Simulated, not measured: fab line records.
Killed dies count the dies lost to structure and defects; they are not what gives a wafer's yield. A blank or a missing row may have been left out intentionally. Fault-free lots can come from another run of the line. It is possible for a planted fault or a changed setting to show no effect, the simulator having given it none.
Chamber matching ; flow sky130 ; 4 sister chambers for SKY_VIA4_CMP_02 on cmp-01
The step polishes SiO2. 4 wafers are shown with their chamber, then 8 later ones without.

== WAFERS PAIRED WITH THEIR CHAMBERS ==
wafer;chamber;motorCurrentA (A)
L453.3;1;11.1
L457.3;2;14.6
L458.5;0;12.2
L459.1;3;12.4

== WAFERS MISSING THEIR CHAMBER ==
wafer;motorCurrentA (A)
L459.2;10.9
L459.4;14.3
L468.1;11.4
L468.3;14.2
L468.5;10.7
L469.2;10.8
L469.3;12.3
L469.6;11.3

== CHAMBER TAKEN BY EACH ==
wafer;from the rows above;in truth
L459.2;1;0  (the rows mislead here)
L459.4;2;2
L468.1;can't be placed: 1 or 0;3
L468.3;2;2
L468.5;1;1
L469.2;1;1
L469.3;can't be placed: 3 or 0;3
L469.6;1;1
5 of 8 placed correctly. Not placeable from these rows: 2 (in 1, the candidates include the true chamber). Number placed wrongly: 1.
How it was worked out, from the rows above alone: a wafer's distance from a chamber is the root of the sum, over the readings, of the square of ((its reading less the chamber's mean) divided by the reading's scatter). The wafer belongs to the nearest chamber; if the next one is less than 2 further off, it can't be placed. For every chamber, the mean is computed from those of its wafers that are shown. The scatter: with one shown wafer a chamber, the root of the mean of the squares of how far each hidden wafer lies from its nearest shown one.
